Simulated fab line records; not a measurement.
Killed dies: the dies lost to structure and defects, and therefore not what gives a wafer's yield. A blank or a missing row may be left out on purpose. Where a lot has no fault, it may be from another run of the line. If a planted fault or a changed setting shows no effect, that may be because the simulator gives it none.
Which tool is to blame? -- flow sky130 -- Sampling: 13 lots, 39 wafers, 6 of 708 route steps

## WHAT THE GAUGES SHOWED, per wafer
SKY_NWELL_THK_MEAS_02. Usual: NWELL_OXIDATION_THK typically reads 10.08 nm, with standard deviation 0.18.
lot,measured,on,NWELL_OXIDATION_THK (nm),flag
L434,day 2 21:27,film-metro-03,10.31 10.06 10.16,
L437,day 3 08:44,film-metro-03,9.95 10.18 10.06,
L438,day 3 15:31,film-metro-04,10.21 10.25 10.27,
L439,day 3 21:05,film-metro-02,10.19 10.03 10.34,
L440,day 3 23:56,film-metro-02,10.07 9.80 10.04,
L441,day 4 07:07,film-metro-04,10.10 10.22 10.28,
L442,day 4 13:55,film-metro-02,10.35 10.25 10.39,
L443,day 4 17:43,film-metro-04,9.98 10.07 9.99,
L444,day 4 23:28,film-metro-02,9.87 9.88 9.82,
L447,day 5 15:18,film-metro-02,10.38 10.48 10.30,
L448,day 5 19:45,film-metro-02,10.30 10.25 10.26,
L449,day 5 22:43,film-metro-02,10.05 9.94 9.98,
L456,day 7 13:40,film-metro-02,9.92 10.02 10.15,

SKY_PWDE_OVL_MEAS_07. Usual: PWDE_OVL typically reads 0.4 nm, with standard deviation 1.6.
lot,measured,on,PWDE_OVL (nm),flag
L434,day 4 05:04,overlay-01,0.9 1.5 1.5,
L437,day 4 15:55,overlay-02,-1.3 -0.7 -2.6,
L438,day 5 00:56,overlay-01,0.1 0.7 -0.5,
L439,day 5 06:01,overlay-02,-2.2 -2.7 0.0,
L440,day 5 08:58,overlay-02,3.9 2.2 1.5,
L441,day 5 17:40,overlay-02,0.5 1.4 -0.4,
L442,day 6 00:59,overlay-02,-1.2 -0.1 -2.8,
L443,day 6 04:46,overlay-01,-0.7 -1.7 -2.1,
L444,day 6 12:07,overlay-01,2.4 1.3 -0.2,
L447,day 7 04:13,overlay-02,- - -,OFF
L448,day 7 10:34,overlay-02,3.2 0.9 2.5,
L449,day 7 12:58,overlay-02,1.8 -1.1 1.4,
L456,day 9 04:55,overlay-01,0.9 1.6 3.3,

SKY_PWDE_TW_MEAS_10. Usual: PWDE_TW typically reads 375, with standard deviation 3.6.
lot,measured,on,PWDE_TW,flag
L434,day 4 05:21,film-metro-04,367 369 366,
L437,day 4 16:11,film-metro-02,374 375 373,
L438,day 5 01:14,film-metro-03,379 378 378,
L439,day 5 06:18,film-metro-03,377 376 377,
L440,day 5 09:16,film-metro-03,379 379 377,
L441,day 5 17:56,film-metro-02,373 374 373,
L442,day 6 01:16,film-metro-02,376 375 374,
L443,day 6 05:03,film-metro-02,374 375 374,
L444,day 6 12:25,film-metro-03,379 377 376,
L447,day 7 04:29,film-metro-04,30 30 30,OFF
L448,day 7 10:52,film-metro-03,378 379 378,
L449,day 7 13:15,film-metro-03,378 381 381,
L456,day 9 05:13,film-metro-03,378 379 378,

SKY_NWELL_OVL_MEAS_10. Usual: NWELL_00_OVL typically reads 0.8 nm, with standard deviation 1.5.
lot,measured,on,NWELL_00_OVL (nm),flag
L434,day 4 22:22,overlay-01,1.8 -2.0 -1.4,
L437,day 5 09:56,overlay-02,2.2 3.4 3.2,
L438,day 5 19:20,overlay-01,1.7 1.2 2.5,
L439,day 6 00:19,overlay-01,0.2 0.7 2.3,
L440,day 6 03:11,overlay-02,-0.8 -0.7 -0.6,
L441,day 6 12:19,overlay-02,1.5 0.1 -1.1,
L442,day 6 19:56,overlay-01,2.5 2.7 2.5,
L443,day 6 23:22,overlay-02,2.2 0.7 2.4,
L444,day 7 07:38,overlay-01,1.8 1.4 1.8,
L447,day 7 23:37,overlay-01,1.7 0.1 1.3,
L448,day 8 06:43,overlay-01,3.4 1.8 1.2,
L449,day 8 09:44,overlay-02,1.5 1.6 3.1,
L456,day 10 02:01,overlay-02,-1.1 -0.2 -0.6,

SKY_VT_ADJUST_HVTP_CD_MEAS_07 targets a cd of 380 nm. Usual: 380.8 nm for cd-nm, sd 2.4.
lot,measured,on,cd-nm (nm),flag
L434,day 6 11:23,cd-sem-02,382.7 381.8 380.8,
L437,day 6 23:40,cd-sem-02,380.5 380.9 381.8,
L438,day 7 10:44,cd-sem-01,386.0 385.0 382.7,
L439,day 7 15:02,cd-sem-01,379.9 380.3 381.4,
L440,day 7 19:20,cd-sem-01,379.6 379.7 377.9,
L441,day 8 04:37,cd-sem-01,380.8 379.4 380.1,
L442,day 8 12:29,cd-sem-02,381.1 380.9 384.1,
L443,day 8 16:38,cd-sem-01,384.5 384.4 385.2,
L444,day 9 00:50,cd-sem-02,381.8 379.6 381.4,
L447,day 9 15:29,cd-sem-02,380.3 378.8 381.1,
L448,day 10 00:38,cd-sem-02,379.8 380.7 383.2,
L449,day 10 03:38,cd-sem-01,382.6 383.1 384.7,
L456,day 12 00:42,cd-sem-01,374.5 377.3 377.5,

## WHICH TOOL RAN EACH LOT (tool, then ch and the chambers of the sampled wafers, then the start)
lot,SKY_PWDE_EXPOSE_04
L434,"iline-stepper-01 ch 0, day 3 21:25"
L437,"iline-stepper-01 ch 0, day 4 07:50"
L438,"iline-stepper-02 ch 0, day 4 16:08"
L439,"iline-stepper-02 ch 0, day 4 21:04"
L440,"iline-stepper-02 ch 0, day 5 00:26"
L441,"iline-stepper-02 ch 0, day 5 08:55"
L442,"iline-stepper-02 ch 0, day 5 16:04"
L443,"iline-stepper-02 ch 0, day 5 19:49"
L444,"iline-stepper-01 ch 0, day 6 02:24"
L447,"iline-stepper-02 ch 0, day 6 19:16"
L448,"iline-stepper-01 ch 0, day 7 00:21"
L449,"iline-stepper-02 ch 0, day 7 03:02"
L456,"iline-stepper-02 ch 0, day 8 19:37"
- SKY_PWDE_EXPOSE_04: exposes mask PWDEM, target cd 840 nm.

## AS READ BY THE TOOLS THEMSELVES (means over the sampled wafers that have a number; for cases with no such wafer, the mark the record gives instead)
The record holds no such reading with a usual standard deviation.

## THE ANSWER, worked out from the rows above alone
Rule: a lot is off if the mean of its wafers that have a number lies more than 3 standard deviations from the usual mean. Also off: a lot with no number at a reading for which 4 or more lots have one. Any other lot the step has rows for is counted as sound. The gauges are gone through in route order, then the tools' own readings, and for those a lot's mean is taken as printed above. The first step at which some lot is off is used, and at that step the reading that is off furthest; a lot without a number counts as furthest.
Off: at SKY_PWDE_OVL_MEAS_07 (PWDE_OVL), L447. Without a number there: L447.
If a tool, at a process step before that reading, ran all the lots that are off and no sound lot after the first of them, it fits. The gauges at SKY_PWDE_OVL_MEAS_07 aren't tried: what is off there is off at SKY_PWDE_TW_MEAS_10 too, on other tools, and a gauge's error can't cause that. Not one of the candidates tried fits.

## WHAT HAD BEEN PUT IN BY THE SIMULATOR
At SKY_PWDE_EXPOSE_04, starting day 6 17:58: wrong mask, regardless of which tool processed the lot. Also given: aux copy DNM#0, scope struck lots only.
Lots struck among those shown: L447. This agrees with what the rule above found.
